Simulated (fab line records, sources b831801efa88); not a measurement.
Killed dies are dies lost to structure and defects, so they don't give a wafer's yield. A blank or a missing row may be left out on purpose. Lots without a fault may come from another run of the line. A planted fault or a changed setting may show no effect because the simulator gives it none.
Which tool did it? | flow gf180mcu | 13 lots, 38 wafers sampled, at 1 step of a route of 602

WHAT THE GAUGES READ, wafer by wafer
GF_V2_BOW_MEAS_05.
lot  | measured     | on            | V2_BOW (um)
L619 | day 19 00:40 | film_metro-02 | 93 85 88
L620 | day 19 16:22 | film_metro-02 | 108 102 97
L621 | day 19 17:58 | film_metro-02 | 104 93 92
L622 | day 20 00:54 | film_metro-02 | 94 98 95
L623 | day 20 12:05 | film_metro-04 | 105 99 84
L624 | day 20 19:03 | film_metro-01 | 107 99 104
L625 | day 21 01:26 | film_metro-02 | 86 98 95
L626 | day 21 16:56 | film_metro-04 | 97 94 92
L634 | day 24 20:58 | film_metro-02 | 103 105
L639 | day 25 22:19 | film_metro-01 | 96 101 103
L640 | day 26 08:22 | film_metro-02 | 104 96 92
L641 | day 26 10:04 | film_metro-01 | 93 116 116
L642 | day 26 21:22 | film_metro-01 | 97 91 92

WHICH TOOL RAN EACH LOT (tool, then ch and the chambers of the sampled wafers, then the start)
The record holds no process step before these readings.

WHAT THE TOOLS THEMSELVES READ (means of the sampled wafers that have a number; where no wafer has one, the mark that the record gives instead)
The record holds no such reading with a usual standard deviation.

THE ANSWER, worked out from the rows above alone
Rule: what is usual is taken from the lots themselves. Put in order of their means at a reading, lots are off if they are a third of the lots or fewer, leave a main group of 4 or more, and stand apart from it by a gap of 3 or more times the standard deviation of the main group's means; of several such gaps the widest counts. A main group whose means are all the same, to the digits that the tables above print for the reading, isn't used. A lot without any number at a reading at which 4 lots or more have one is off too. The other lots that the step has rows for count as sound. The gauges are gone through in route order, then the tools' own readings, and for those a lot's mean is taken as printed above. The first step at which some lot is off is used, and at that step the reading that is off furthest; a lot without a number counts as furthest.
No lot is off at any reading shown: from this, nothing can be told.

WHAT THE SIMULATOR HAD PUT IN
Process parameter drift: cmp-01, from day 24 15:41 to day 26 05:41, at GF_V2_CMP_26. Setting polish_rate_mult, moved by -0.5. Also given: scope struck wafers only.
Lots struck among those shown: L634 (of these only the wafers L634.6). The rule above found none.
